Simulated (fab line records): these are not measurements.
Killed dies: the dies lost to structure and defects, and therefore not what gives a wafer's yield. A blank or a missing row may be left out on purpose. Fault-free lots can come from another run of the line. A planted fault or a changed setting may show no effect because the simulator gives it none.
The tool behind it: which one?    flow sky130    11 lots, 33 wafers sampled, at 5 steps of a route of 708

WHAT EACH GAUGE READ, for each wafer
SKY_VT_ADJUST_PCH_TW_MEAS_10.
lot   measured      on             VT_ADJUST_PCH_TW
L518  day 10 03:28  film metro-04  140.1 140.0 140.4
L519  day 10 17:36  film metro-02  143.5 142.8 143.4
L520  day 10 22:24  film metro-04  139.9 140.3 140.5
L523  day 11 23:59  film metro-02  143.6 142.8 142.0
L525  day 12 14:44  film metro-01  143.2 142.8 142.1
L526  day 12 21:39  film metro-04  139.8 139.2 140.5
L529  day 13 20:26  film metro-02  141.9 141.9 142.6
L530  day 14 04:57  film metro-04  141.0 140.4 141.0
L539  day 17 00:11  film metro-04  140.7 141.5 141.0
L540  day 17 05:38  film metro-02  141.6 142.4 141.5
L541  day 17 11:01  film metro-02  142.1 142.2 142.3

SKY_SONOS_ONO_THK_MEAS_05.
lot   measured      on             SONOS_ONO_CVD_04_THK (nm)
L518  day 11 08:08  film metro-01  5.61 5.58 5.73
L519  day 11 23:52  film metro-01  5.56 5.60 5.56
L520  day 12 03:10  film metro-01  5.76 5.94 5.76
L523  day 13 05:55  film metro-03  5.74 5.76 5.80
L525  day 13 20:02  film metro-01  5.69 5.78 5.75
L526  day 14 06:52  film metro-02  5.71 5.76 5.70
L529  day 15 04:01  film metro-02  6.29 6.21 6.20 6.30 6.20 6.27
L530  day 15 12:36  film metro-02  6.14 6.09 6.17 6.21 6.12 6.12
L539  day 18 11:33  film metro-01  5.60 5.57 5.50
L540  day 18 17:06  film metro-03  5.65 5.56 5.60
L541  day 19 00:14  film metro-01  5.74 5.71 5.74

WHAT TOOL EACH LOT RAN ON (gives the tool, then ch and the chambers of the sampled wafers, and finally the start)
lot   SKY_VT_ADJUST_HVTP_STRIP_10           SKY_VT_ADJUST_LVTN_STRIP_09           SKY_SONOS_ONO_CVD_04
L518  plasma asher-01 ch 0,1, day 5 21:11   plasma asher-04 ch 0,1, day 6 16:19   lpcvd-03 ch 1, day 11 06:53
L519  plasma asher-02 ch 0,1, day 6 09:29   plasma asher-01 ch 0,1, day 7 04:14   lpcvd-03 ch 1, day 11 22:37
L520  plasma asher-02 ch 0,1, day 6 14:14   plasma asher-04 ch 0,1, day 7 09:14   lpcvd-03 ch 1, day 12 01:54
L523  plasma asher-04 ch 0,1, day 7 10:36   plasma asher-03 ch 0,1, day 8 07:05   lpcvd-03 ch 0, day 13 04:39
L525  plasma asher-02 ch 0,1, day 7 23:02   plasma asher-04 ch 0,1, day 8 19:07   lpcvd-03 ch 0, day 13 18:47
L526  plasma asher-01 ch 0,1, day 8 05:28   plasma asher-01 ch 0,1, day 9 01:50   lpcvd-03 ch 1, day 14 05:37
L529  plasma asher-02 ch 0,1, day 9 00:13   plasma asher-03 ch 0,1, day 9 21:08   lpcvd-03 ch 1, day 15 02:08
L530  plasma asher-01 ch 0,1, day 9 06:50   plasma asher-01 ch 0,1, day 10 04:23  lpcvd-03 ch 1, day 15 11:20
L539  plasma asher-02 ch 0,1, day 11 12:46  plasma asher-01 ch 0,1, day 12 13:23  lpcvd-03 ch 0, day 18 10:18
L540  plasma asher-02 ch 0,1, day 11 18:36  plasma asher-04 ch 0,1, day 12 18:20  lpcvd-03 ch 1, day 18 15:51
L541  plasma asher-04 ch 0,1, day 11 22:39  plasma asher-03 ch 0,1, day 12 22:29  lpcvd-03 ch 0, day 18 22:59
- SKY_VT_ADJUST_HVTP_STRIP_10: strips in O2/N2.
- SKY_VT_ADJUST_LVTN_STRIP_09: strips in O2/N2.
- SKY_SONOS_ONO_CVD_04: deposits SiO2 from SiH4/N2O, target thk 5.7199 nm.

AS READ BY THE TOOLS THEMSELVES (means over the sampled wafers that have a number; for cases with no such wafer, the mark the record gives instead)
SKY_VT_ADJUST_HVTP_STRIP_10.
lot   tool             drypump motor current A (A)  o2 flow sccm (sccm)  oes product au (a.u.)  strip time to endpoint s (s)
L518  plasma asher-01  5.8                          2995                 0.715                  14.21
L519  plasma asher-02  5.6                          2998                 0.712                  14.16
L520  plasma asher-02  5.6                          3001                 0.711                  14.17
L523  plasma asher-04  6.5                          2998                 0.712                  14.24
L525  plasma asher-02  5.5                          3008                 0.717                  14.23
L526  plasma asher-01  5.9                          2998                 0.717                  14.22
L529  plasma asher-02  5.5                          3004                 0.718                  14.14
L530  plasma asher-01  5.8                          2996                 0.713                  14.22
L539  plasma asher-02  5.5                          2989                 0.720                  14.20
L540  plasma asher-02  5.5                          2998                 0.714                  14.15
L541  plasma asher-04  6.5                          3004                 0.714                  14.21

SKY_VT_ADJUST_LVTN_STRIP_09.
lot   tool             drypump motor current A (A)  o2 flow sccm (sccm)  oes product au (a.u.)  strip time to endpoint s (s)
L518  plasma asher-04  6.5                          3008                 0.729                  36.54
L519  plasma asher-01  5.8                          3004                 0.725                  36.64
L520  plasma asher-04  6.4                          3010                 0.718                  36.50
L523  plasma asher-03  5.7                          2989                 0.725                  36.64
L525  plasma asher-04  6.5                          2996                 0.727                  36.71
L526  plasma asher-01  5.9                          3014                 0.724                  36.73
L529  plasma asher-03  6.0                          2994                 0.721                  36.64
L530  plasma asher-01  5.8                          3005                 0.728                  36.46
L539  plasma asher-01  5.9                          2999                 0.718                  36.73
L540  plasma asher-04  6.5                          2993                 0.726                  36.62
L541  plasma asher-03  5.7                          2999                 0.723                  36.55

SKY_SONOS_ONO_CVD_04.
lot   tool      pressure mtorr (mTorr)  zone power lower pct (%)
L518  lpcvd-03  399.6                   20.1
L519  lpcvd-03  400.4                   20.3
L520  lpcvd-03  400.7                   20.3
L523  lpcvd-03  399.8                   15.1
L525  lpcvd-03  398.6                   15.1
L526  lpcvd-03  400.3                   20.0
L529  lpcvd-03  480.6                   20.1
L530  lpcvd-03  480.2                   20.2
L539  lpcvd-03  400.0                   14.9
L540  lpcvd-03  400.8                   20.1
L541  lpcvd-03  399.3                   15.0

THE ANSWER, worked out from the rows above alone
Rule: the lots themselves supply what counts as usual. Put in order of their means at a reading, lots are off if they are a third of the lots or fewer, leave a main group of 4 or more, and stand apart from it by a gap of 3 or more times the standard deviation of the main group's means; of several such gaps the widest counts. A main group is skipped when, at the precision printed for the reading in the tables above, its means are all equal. A lot without any number at a reading at which 4 lots or more have one is off too. All remaining lots with rows at the step are treated as sound. After the gauges, taken in route order, come the tools' own readings; for these a lot's mean is taken, as printed above. At the first step where some lot is off, the reading lying furthest off is the one used; lots without a number count as furthest.
Off: L529, L530, seen at SKY_SONOS_ONO_THK_MEAS_05 (SONOS_ONO_CVD_04_THK). Main group: mean 5.68 nm, sd 0.088.
If a tool, at a process step before that reading, ran all the lots that are off and no sound lot after the first of them, it fits. The gauges at SKY_SONOS_ONO_THK_MEAS_05 aren't tried: what is off there is off at SKY_SONOS_ONO_CVD_04 too, on other tools, and a gauge's error can't cause that. Not one of the candidates tried fits.

WHAT THE SIMULATOR PUT IN
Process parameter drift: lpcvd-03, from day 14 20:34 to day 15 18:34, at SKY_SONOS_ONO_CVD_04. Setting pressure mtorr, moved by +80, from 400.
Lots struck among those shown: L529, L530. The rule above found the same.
